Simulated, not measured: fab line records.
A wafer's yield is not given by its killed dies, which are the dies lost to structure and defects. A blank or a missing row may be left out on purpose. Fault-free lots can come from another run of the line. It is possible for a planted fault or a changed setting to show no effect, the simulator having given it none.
What tool caused it? || flow sky130 || Sampling: 14 lots, 42 wafers, 4 of 708 route steps

== WHAT THE GAUGES READ, wafer by wafer ==
SKY_METAL2_RS_MEAS_05: measurement is done with a four-point probe.
{"lot": "L209", "measured": "day 34 04:52", "on": "filmMetro-04", "METAL2_ALCU_RS (ohm/sq)": "0.1263 0.1269 0.1268"}
{"lot": "L212", "measured": "day 35 07:58", "on": "filmMetro-01", "METAL2_ALCU_RS (ohm/sq)": "0.1290 0.1285 0.1285"}
{"lot": "L213", "measured": "day 35 07:49", "on": "filmMetro-04", "METAL2_ALCU_RS (ohm/sq)": "0.1254 0.1271 0.1266"}
{"lot": "L214", "measured": "day 36 01:07", "on": "filmMetro-03", "METAL2_ALCU_RS (ohm/sq)": "0.1267 0.1273 0.1251"}
{"lot": "L215", "measured": "day 36 07:27", "on": "filmMetro-03", "METAL2_ALCU_RS (ohm/sq)": "0.1277 0.1288 0.1277"}
{"lot": "L216", "measured": "day 36 14:27", "on": "filmMetro-03", "METAL2_ALCU_RS (ohm/sq)": "0.1241 0.1254 0.1245"}
{"lot": "L218", "measured": "day 37 02:38", "on": "filmMetro-04", "METAL2_ALCU_RS (ohm/sq)": "0.1265 0.1264 0.1274"}
{"lot": "L219", "measured": "day 37 08:17", "on": "filmMetro-03", "METAL2_ALCU_RS (ohm/sq)": "0.1246 0.1250 0.1240"}
{"lot": "L220", "measured": "day 37 19:50", "on": "filmMetro-01", "METAL2_ALCU_RS (ohm/sq)": "0.1288 0.1277 0.1268"}
{"lot": "L221", "measured": "day 37 22:51", "on": "filmMetro-01", "METAL2_ALCU_RS (ohm/sq)": "0.1257 0.1264 0.1264"}
{"lot": "L222", "measured": "day 38 05:56", "on": "filmMetro-03", "METAL2_ALCU_RS (ohm/sq)": "0.1270 0.1268 0.1270"}
{"lot": "L226", "measured": "day 40 01:34", "on": "filmMetro-04", "METAL2_ALCU_RS (ohm/sq)": "0.1254 0.1261 0.1260"}
{"lot": "L229", "measured": "day 40 05:45", "on": "filmMetro-03", "METAL2_ALCU_RS (ohm/sq)": "0.1283 0.1291 0.1291"}
{"lot": "L230", "measured": "day 40 11:47", "on": "filmMetro-03", "METAL2_ALCU_RS (ohm/sq)": "0.1280 0.1285 0.1269"}

== WHAT TOOL EACH LOT RAN ON (gives the tool, then ch and the chambers of the sampled wafers, and finally the start) ==
{"lot": "L209", "SKY_NWELL_OXIDATION_01": "furnace-02 ch 0, day 2 14:17", "SKY_VIA1_ETCH_15": "rieDiel-01 ch 0,1,2, day 34 03:26", "SKY_METAL2_SPUTTER_00": "pvdSputter-01, day 34 04:43"}
{"lot": "L212", "SKY_NWELL_OXIDATION_01": "furnace-01 ch 0, day 3 04:31", "SKY_VIA1_ETCH_15": "rieDiel-04 ch 1,2,3, day 35 06:30", "SKY_METAL2_SPUTTER_00": "pvdSputter-04, day 35 07:49"}
{"lot": "L213", "SKY_NWELL_OXIDATION_01": "furnace-01 ch 0, day 3 06:05", "SKY_VIA1_ETCH_15": "rieDiel-03 ch 2,3, day 35 06:20", "SKY_METAL2_SPUTTER_00": "pvdSputter-02, day 35 07:40"}
{"lot": "L214", "SKY_NWELL_OXIDATION_01": "furnace-01 ch 0, day 3 15:10", "SKY_VIA1_ETCH_15": "rieDiel-03 ch 0,1,2, day 35 23:42", "SKY_METAL2_SPUTTER_00": "pvdSputter-02, day 36 00:58"}
{"lot": "L215", "SKY_NWELL_OXIDATION_01": "furnace-02 ch 0, day 3 19:58", "SKY_VIA1_ETCH_15": "rieDiel-01 ch 0,2,3, day 36 05:56", "SKY_METAL2_SPUTTER_00": "pvdSputter-01, day 36 07:19"}
{"lot": "L216", "SKY_NWELL_OXIDATION_01": "furnace-01 ch 0, day 4 01:40", "SKY_VIA1_ETCH_15": "rieDiel-04 ch 1,2, day 36 13:02", "SKY_METAL2_SPUTTER_00": "pvdSputter-02, day 36 14:19"}
{"lot": "L218", "SKY_NWELL_OXIDATION_01": "furnace-02 ch 0, day 4 09:38", "SKY_VIA1_ETCH_15": "rieDiel-03 ch 1,2, day 37 01:13", "SKY_METAL2_SPUTTER_00": "pvdSputter-04, day 37 02:30"}
{"lot": "L219", "SKY_NWELL_OXIDATION_01": "furnace-01 ch 0, day 4 13:38", "SKY_VIA1_ETCH_15": "rieDiel-01 ch 0,1, day 37 06:51", "SKY_METAL2_SPUTTER_00": "pvdSputter-01, day 37 08:07"}
{"lot": "L220", "SKY_NWELL_OXIDATION_01": "furnace-02 ch 0, day 4 20:29", "SKY_VIA1_ETCH_15": "rieDiel-03 ch 1,2,3, day 37 18:23", "SKY_METAL2_SPUTTER_00": "pvdSputter-02, day 37 19:40"}
{"lot": "L221", "SKY_NWELL_OXIDATION_01": "furnace-02 ch 0, day 5 00:53", "SKY_VIA1_ETCH_15": "rieDiel-03 ch 0,2,3, day 37 21:26", "SKY_METAL2_SPUTTER_00": "pvdSputter-01, day 37 22:43"}
{"lot": "L222", "SKY_NWELL_OXIDATION_01": "furnace-02 ch 0, day 5 05:13", "SKY_VIA1_ETCH_15": "rieDiel-01 ch 0,1,3, day 38 04:28", "SKY_METAL2_SPUTTER_00": "pvdSputter-02, day 38 05:47"}
{"lot": "L226", "SKY_NWELL_OXIDATION_01": "furnace-01 ch 0, day 6 04:56", "SKY_VIA1_ETCH_15": "rieDiel-04 ch 0,1, day 39 19:53", "SKY_METAL2_SPUTTER_00": "pvdSputter-02, day 40 01:26"}
{"lot": "L229", "SKY_NWELL_OXIDATION_01": "furnace-02 ch 0, day 6 18:52", "SKY_VIA1_ETCH_15": "rieDiel-03 ch 1,2, day 40 04:13", "SKY_METAL2_SPUTTER_00": "pvdSputter-04, day 40 05:34"}
{"lot": "L230", "SKY_NWELL_OXIDATION_01": "furnace-02 ch 0, day 6 23:07", "SKY_VIA1_ETCH_15": "rieDiel-03 ch 0,2, day 40 10:18", "SKY_METAL2_SPUTTER_00": "pvdSputter-01, day 40 11:39"}
- SKY_NWELL_OXIDATION_01: stabilise 600 s, purge 300 s, target thk 10 nm.
- SKY_VIA1_ETCH_15: etches SiO2 in C4F8/O2/Ar, stops on TiN, target depth 351 nm, time 54 s.
- SKY_METAL2_SPUTTER_00: material Ti, target thk 15 nm, time 10 s.

== WHAT THE TOOLS THEMSELVES READ (means of the sampled wafers that have a number; where no wafer has one, the mark that the record gives instead) ==
SKY_NWELL_OXIDATION_01.
{"lot": "L209", "tool": "furnace-02", "spikeTcCentreC (C)": 898.8, "spikeTcUpperC (C)": 899.7}
{"lot": "L212", "tool": "furnace-01", "spikeTcCentreC (C)": 902.3, "spikeTcUpperC (C)": 900.5}
{"lot": "L213", "tool": "furnace-01", "spikeTcCentreC (C)": 901.8, "spikeTcUpperC (C)": 898.9}
{"lot": "L214", "tool": "furnace-01", "spikeTcCentreC (C)": 903.1, "spikeTcUpperC (C)": 899.7}
{"lot": "L215", "tool": "furnace-02", "spikeTcCentreC (C)": 898.8, "spikeTcUpperC (C)": 899.9}
{"lot": "L216", "tool": "furnace-01", "spikeTcCentreC (C)": 901.2, "spikeTcUpperC (C)": 899.2}
{"lot": "L218", "tool": "furnace-02", "spikeTcCentreC (C)": 899.0, "spikeTcUpperC (C)": 899.9}
{"lot": "L219", "tool": "furnace-01", "spikeTcCentreC (C)": 901.7, "spikeTcUpperC (C)": 898.3}
{"lot": "L220", "tool": "furnace-02", "spikeTcCentreC (C)": 899.7, "spikeTcUpperC (C)": 899.3}
{"lot": "L221", "tool": "furnace-02", "spikeTcCentreC (C)": 899.3, "spikeTcUpperC (C)": 899.8}
{"lot": "L222", "tool": "furnace-02", "spikeTcCentreC (C)": 899.8, "spikeTcUpperC (C)": 899.2}
{"lot": "L226", "tool": "furnace-01", "spikeTcCentreC (C)": 901.9, "spikeTcUpperC (C)": 899.5}
{"lot": "L229", "tool": "furnace-02", "spikeTcCentreC (C)": 899.5, "spikeTcUpperC (C)": 899.4}
{"lot": "L230", "tool": "furnace-02", "spikeTcCentreC (C)": 899.7, "spikeTcUpperC (C)": 899.5}

SKY_VIA1_ETCH_15.
{"lot": "L209", "tool": "rieDiel-01", "oesProductAu (a.u.)": 0.978}
{"lot": "L212", "tool": "rieDiel-04", "oesProductAu (a.u.)": 0.974}
{"lot": "L213", "tool": "rieDiel-03", "oesProductAu (a.u.)": 0.983}
{"lot": "L214", "tool": "rieDiel-03", "oesProductAu (a.u.)": 0.973}
{"lot": "L215", "tool": "rieDiel-01", "oesProductAu (a.u.)": 0.982}
{"lot": "L216", "tool": "rieDiel-04", "oesProductAu (a.u.)": 0.982}
{"lot": "L218", "tool": "rieDiel-03", "oesProductAu (a.u.)": 0.982}
{"lot": "L219", "tool": "rieDiel-01", "oesProductAu (a.u.)": 0.975}
{"lot": "L220", "tool": "rieDiel-03", "oesProductAu (a.u.)": 0.982}
{"lot": "L221", "tool": "rieDiel-03", "oesProductAu (a.u.)": 0.981}
{"lot": "L222", "tool": "rieDiel-01", "oesProductAu (a.u.)": 0.982}
{"lot": "L226", "tool": "rieDiel-04", "oesProductAu (a.u.)": 0.980}
{"lot": "L229", "tool": "rieDiel-03", "oesProductAu (a.u.)": 0.986}
{"lot": "L230", "tool": "rieDiel-03", "oesProductAu (a.u.)": 0.982}

SKY_METAL2_SPUTTER_00.
{"lot": "L209", "tool": "pvdSputter-01", "throttleValvePct (%)": 30.4}
{"lot": "L212", "tool": "pvdSputter-04", "throttleValvePct (%)": 29.7}
{"lot": "L213", "tool": "pvdSputter-02", "throttleValvePct (%)": 30.0}
{"lot": "L214", "tool": "pvdSputter-02", "throttleValvePct (%)": 30.6}
{"lot": "L215", "tool": "pvdSputter-01", "throttleValvePct (%)": 30.2}
{"lot": "L216", "tool": "pvdSputter-02", "throttleValvePct (%)": 30.2}
{"lot": "L218", "tool": "pvdSputter-04", "throttleValvePct (%)": 30.0}
{"lot": "L219", "tool": "pvdSputter-01", "throttleValvePct (%)": 30.4}
{"lot": "L220", "tool": "pvdSputter-02", "throttleValvePct (%)": 30.2}
{"lot": "L221", "tool": "pvdSputter-01", "throttleValvePct (%)": 30.6}
{"lot": "L222", "tool": "pvdSputter-02", "throttleValvePct (%)": 31.1}
{"lot": "L226", "tool": "pvdSputter-02", "throttleValvePct (%)": 30.9}
{"lot": "L229", "tool": "pvdSputter-04", "throttleValvePct (%)": 29.3}
{"lot": "L230", "tool": "pvdSputter-01", "throttleValvePct (%)": 30.5}

== THE ANSWER, worked out from the rows above alone ==
Rule: usual is defined by the lots themselves. The widest of any qualifying gaps counts: lots, ordered by their means at a reading, are off when they make up no more than a third of the lots, leave a main group of 4 or more, and stand apart from it by 3 or more times the standard deviation of that group's means. If all means in a main group match to the digits the tables above print for the reading, that group is not used. Also off: a lot with no number at a reading for which 4 or more lots have one. All remaining lots with rows at the step are treated as sound. First the gauges in route order, then the tools' own readings, where a lot's mean is used as printed above. The first step at which some lot is off is used, and at that step the reading that is off furthest; a lot without a number counts as furthest.
No lot is off on any of the readings shown, so nothing can be concluded from this.

== WHAT WAS PUT IN BY THE SIMULATOR ==
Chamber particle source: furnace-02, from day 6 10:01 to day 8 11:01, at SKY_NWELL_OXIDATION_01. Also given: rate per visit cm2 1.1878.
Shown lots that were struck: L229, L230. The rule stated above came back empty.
